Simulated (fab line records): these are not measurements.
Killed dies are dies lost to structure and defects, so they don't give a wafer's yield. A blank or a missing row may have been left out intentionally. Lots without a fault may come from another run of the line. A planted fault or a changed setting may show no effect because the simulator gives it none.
Comparing a struck lot with a sound one -- flow gf180mcu -- 14 steps out of a route of 602
Sound: wafers L192.1, L192.4, L192.6. The struck wafers were L193.1, L193.2, L193.3. The cause is named last.
Order at every step that has rows: each side's tool, ch and its chambers, its first start. Under that, the readings that differ: sound wafers -- struck wafers -- difference of the means -- sigmas: that difference in standard deviations of wafers without a fault.
alike: a reading whose means differ by less than 2 such deviations, as well as words and numbers matching on both sides. not compared: withheld readings; readings where some wafer has no value; bounds like >300 that might hide an equal value; numbers whose values overlap and for which the record gives no deviation.
A row with sigmas, a row that says differs or no value, or rows on one side alone: a step with any of these is where the two part. Numbers that don't overlap but have no deviation are shown without sigmas and don't part them. A reading missing from all wafers of one side parts the sides only when that side holds two or more wafers.

first, 2 steps without rows for these wafers: GF_M1_CLEAN_19 (cleans in DIW); GF_V1_CVD_00 (deposits SiO2, target thk 600 nm, time 100 s).
GF_V1_THK_MEAS_01:
  sound on filmMetro-02 at day 23 09:22; struck on filmMetro-04 at day 23 11:55
  alike: V1_CVD_00_THK
GF_V1_CVD_02: deposits SiO2 from TEOS, target thk 850 nm, time 94.851 s.
  sound on pecvd-01 ch 0,1, day 23 09:26; struck on pecvd-02 ch 0,1,2, day 23 11:58
  alike: heaterPowerW
GF_V1_THK_MEAS_03:
  sound on filmMetro-04 at day 23 09:30; struck on filmMetro-04 at day 23 12:02
  alike: V1_CVD_02_THK
GF_V1_CMP_04: polishes SiO2.
  sound on cmp-01 ch 0,2,3, day 23 09:34; struck on cmp-02 ch 1,2,3, day 23 12:06
  alike: motorCurrentA, platenRpm, slurryFlowMlMin, timeToEndpointS
GF_V1_BOW_MEAS_05:
  sound on filmMetro-02 at day 23 09:52; struck on filmMetro-04 at day 23 12:24
  alike: V1_BOW
then, 5 steps without rows for these wafers: GF_V1_DEHYDRATE_06 (time 60 s); GF_V1_HMDS_07 (prime time 60 s); GF_V1_COAT_08; GF_V1_COAT_09 (resist thk 1000 nm); GF_V1_SOFTBAKE_10 (time 60 s).
GF_V1_EXPOSE_11: exposes mask Via1, target cd 260 nm.
  struck on krfScanner-01, day 23 23:25; sound on krfScanner-01 ch 0, day 23 21:23
  no value came back on the struck wafers for exposureDoseMJCm2, focusOffsetNm (nm); on the sound wafers exposureDoseMJCm2 reads 38.00 38.00 37.98
  alike: mask
then, 1 step without rows for these wafers: GF_V1_PEB_12 (peb time 90 s).

== WHERE THEY PART ==
Only at GF_V1_EXPOSE_11, within this record.

WHY: whatever the simulator had introduced
Step skipped in full: krfScanner-01, at GF_V1_EXPOSE_11, from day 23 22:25 onward. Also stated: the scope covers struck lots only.
